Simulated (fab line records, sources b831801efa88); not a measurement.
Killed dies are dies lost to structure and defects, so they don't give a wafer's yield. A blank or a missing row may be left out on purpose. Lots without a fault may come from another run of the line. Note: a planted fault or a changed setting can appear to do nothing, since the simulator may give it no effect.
Which tool is to blame? -- flow sky130 -- 11 lots, 33 wafers sampled, at 6 steps of a route of 708

WHAT EACH GAUGE READ, for each wafer
SKY_LOCAL_INTERCONNECT_RS_MEAS_01: measures by four-point-probe. Usual: LOCAL_INTERCONNECT_TIN_RS gives 14.16 ohm/sq (standard deviation 0.14).
lot,measured,on,LOCAL_INTERCONNECT_TIN_RS (ohm/sq),flag
L350,day 28 14:53,film_metro-04,14.20 14.24 14.53,
L353,day 29 22:12,film_metro-04,14.31 14.34 14.16,
L356,day 30 23:09,film_metro-04,14.27 14.21 14.26,
L359,day 32 01:51,film_metro-04,14.04 14.08 14.06,
L360,day 32 07:01,film_metro-02,14.21 13.98 14.32,
L361,day 32 15:10,film_metro-04,14.10 14.06 13.92,
L362,day 32 23:47,film_metro-01,14.09 14.41 14.32,
L366,day 35 03:46,film_metro-04,15.19 14.01 14.31,
L367,day 35 07:13,film_metro-02,14.07 15.20 14.15,
L370,day 36 11:49,film_metro-04,14.22 14.09 14.47,
L373,day 38 04:31,film_metro-01,14.33 14.10 14.13,

SKY_LOCAL_INTERCONNECT_THK_MEAS_02: measures by xrf. Usual: LOCAL_INTERCONNECT_TIN_THK gives 98.5 nm (standard deviation 1.1).
lot,measured,on,LOCAL_INTERCONNECT_TIN_THK (nm),flag
L350,day 28 15:01,film_metro-04,98.8 98.2 96.2,
L353,day 29 22:19,film_metro-04,97.7 97.3 98.9,
L356,day 30 23:16,film_metro-04,97.8 98.3 98.3,
L359,day 32 01:58,film_metro-04,99.1 99.0 99.4,
L360,day 32 07:08,film_metro-02,97.0 98.8 96.7,
L361,day 32 15:16,film_metro-04,98.9 99.3 100.3,
L362,day 32 23:54,film_metro-01,98.1 96.9 97.1,
L366,day 35 03:53,film_metro-04,92.3 99.7 97.6,
L367,day 35 07:19,film_metro-02,98.7 91.7 97.9,
L370,day 36 11:56,film_metro-04,98.3 99.0 96.7,
L373,day 38 04:38,film_metro-01,97.2 98.5 98.7,

SKY_METAL1_OVL_MEAS_16. Usual: METAL1_OVL gives -2 nm (standard deviation 5.6).
lot,measured,on,METAL1_OVL (nm),flag
L350,day 32 04:53,overlay-01,1 -5 -8,
L353,day 33 12:04,overlay-01,-6 0 -4,
L356,day 34 10:53,overlay-02,-8 -6 -10,
L359,day 35 11:38,overlay-01,5 4 2,
L360,day 35 18:34,overlay-02,-2 -6 -3,
L361,day 36 00:52,overlay-01,7 11 7,
L362,day 36 10:50,overlay-01,6 2 4,
L366,day 38 13:04,overlay-01,5 7 5,
L367,day 38 16:26,overlay-02,-1 5 2,
L370,day 39 19:16,overlay-02,0 -1 0,
L373,day 41 10:01,overlay-01,-6 -1 -3,

SKY_VIA1_OVL_MEAS_13. Usual: VIA1_OVL gives -3 nm (standard deviation 5.3).
lot,measured,on,VIA1_OVL (nm),flag
L350,day 33 09:17,overlay-02,-5 -10 -11,
L353,day 34 16:10,overlay-01,-7 -11 -10,
L356,day 35 14:46,overlay-01,0 -5 0,
L359,day 36 15:40,overlay-01,-1 7 -5,
L360,day 36 21:56,overlay-01,9 0 1,
L361,day 37 04:50,overlay-01,-13 -10 -10,
L362,day 37 14:52,overlay-02,-6 0 -1,
L366,day 39 15:20,overlay-02,-7 -8 -8,
L367,day 39 18:35,overlay-01,-1 -5 -1,
L370,day 40 21:28,overlay-01,4 -1 3,
L373,day 42 11:26,overlay-01,-4 -13 0,

TOOL THAT RAN EACH LOT (tool first, then ch and the chambers of the sampled wafers, then the start)
lot,SKY_LOCAL_INTERCONNECT_SPUTTER_00,SKY_LOCAL_INTERCONNECT_METAL_ETCH_14
L350,"pvd_sputter-01, day 28 14:50","rie_metal-01 ch 0,1, day 29 18:16"
L353,"pvd_sputter-02, day 29 22:08","rie_metal-02 ch 0,1, day 31 02:52"
L356,"pvd_sputter-03, day 30 23:05","rie_metal-03 ch 0,1, day 32 03:16"
L359,"pvd_sputter-03, day 32 01:46","rie_metal-01 ch 0,1, day 33 04:05"
L360,"pvd_sputter-01, day 32 06:56","rie_metal-03 ch 0,1, day 33 09:52"
L361,"pvd_sputter-03, day 32 15:05","rie_metal-02 ch 0, day 33 18:01"
L362,"pvd_sputter-01, day 32 23:43","rie_metal-01 ch 0,1, day 34 03:02"
L366,"pvd_sputter-01, day 35 03:42","rie_metal-02 ch 0, day 36 05:26"
L367,"pvd_sputter-01, day 35 07:07","rie_metal-03 ch 0,1, day 36 10:17"
L370,"pvd_sputter-02, day 36 11:44","rie_metal-02 ch 0,1, day 37 14:28"
L373,"pvd_sputter-02, day 38 04:28","rie_metal-02 ch 1, day 39 06:33"
- SKY_LOCAL_INTERCONNECT_SPUTTER_00: material TiN, target thk 100 nm, time 83.3 s.
- SKY_LOCAL_INTERCONNECT_METAL_ETCH_14: etches TiN in Cl2/BCl3, stops on PSG, target depth 110 nm, time 31.4 s.

WHAT THE TOOLS THEMSELVES READ (means of the sampled wafers that have a number; where no wafer has one, the mark that the record gives instead)
SKY_LOCAL_INTERCONNECT_SPUTTER_00. Usual: cathode_dc_power_W 6500.1 W, standard deviation 1.3; throttle_valve_pct 30.0 %, standard deviation 1.
lot,tool,cathode_dc_power_W (W),throttle_valve_pct (%),flag
L350,pvd_sputter-01,6499.8,31.3,
L353,pvd_sputter-02,6500.1,29.5,
L356,pvd_sputter-03,6500.1,30.6,
L359,pvd_sputter-03,6499.0,30.6,
L360,pvd_sputter-01,6499.8,30.2,
L361,pvd_sputter-03,6499.7,29.2,
L362,pvd_sputter-01,6500.3,30.4,
L366,pvd_sputter-01,6347.0,31.1,OFF
L367,pvd_sputter-01,6347.6,30.4,OFF
L370,pvd_sputter-02,6500.0,29.7,
L373,pvd_sputter-02,6501.4,30.2,

SKY_LOCAL_INTERCONNECT_METAL_ETCH_14. Usual: drypump_motor_current_A 5.5 A, standard deviation 0.51; oes_product_au 0.941 a.u., standard deviation 0.0069; throttle_valve_pct 21.902 %, standard deviation 0.01.
lot,tool,drypump_motor_current_A (A),oes_product_au (a.u.),throttle_valve_pct (%),flag
L350,rie_metal-01,5.5,0.932,21.901,
L353,rie_metal-02,5.3,0.939,21.906,
L356,rie_metal-03,5.2,0.940,21.905,
L359,rie_metal-01,5.5,0.945,21.892,
L360,rie_metal-03,5.4,0.939,21.899,
L361,rie_metal-02,6.2,0.946,21.906,
L362,rie_metal-01,5.5,0.935,21.903,
L366,rie_metal-02,6.2,0.929,21.918,
L367,rie_metal-03,5.2,0.931,21.901,
L370,rie_metal-02,5.3,0.938,21.906,
L373,rie_metal-02,4.9,0.944,21.905,

THE ANSWER, worked out from the rows above alone
Rule: a lot is off if the mean of its wafers that have a number lies more than 3 standard deviations from the usual mean. Also off: a lot with no number at a reading for which 4 or more lots have one. The other lots that the step has rows for count as sound. Order of review: gauges by route order, followed by the tools' own readings, for which a lot's mean as printed above is used. The first step at which some lot is off is used, and at that step the reading that is off furthest; a lot without a number counts as furthest.
Off at SKY_LOCAL_INTERCONNECT_SPUTTER_00 (cathode_dc_power_W): L366, L367.
If a tool, at that step or one of the process steps before it, ran each lot that is off and ran no sound lot following the first of them, it fits. One candidate fits, namely pvd_sputter-01 at SKY_LOCAL_INTERCONNECT_SPUTTER_00. Its last sound lot is L362 (day 32 23:43), its first lot that is off L366 (day 35 03:42): a fault that began between those two fits.
The tool's own readings at SKY_LOCAL_INTERCONNECT_SPUTTER_00 bear it out: on the lots that are off they differ by more than 5 times the standard deviation of the sound lots' means. cathode_dc_power_W reads 6347.3 W there against 6500.0 W on the sound lots.

WHAT THE SIMULATOR HAD PUT IN
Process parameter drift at SKY_LOCAL_INTERCONNECT_SPUTTER_00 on pvd_sputter-01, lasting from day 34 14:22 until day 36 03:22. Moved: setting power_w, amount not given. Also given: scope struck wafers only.
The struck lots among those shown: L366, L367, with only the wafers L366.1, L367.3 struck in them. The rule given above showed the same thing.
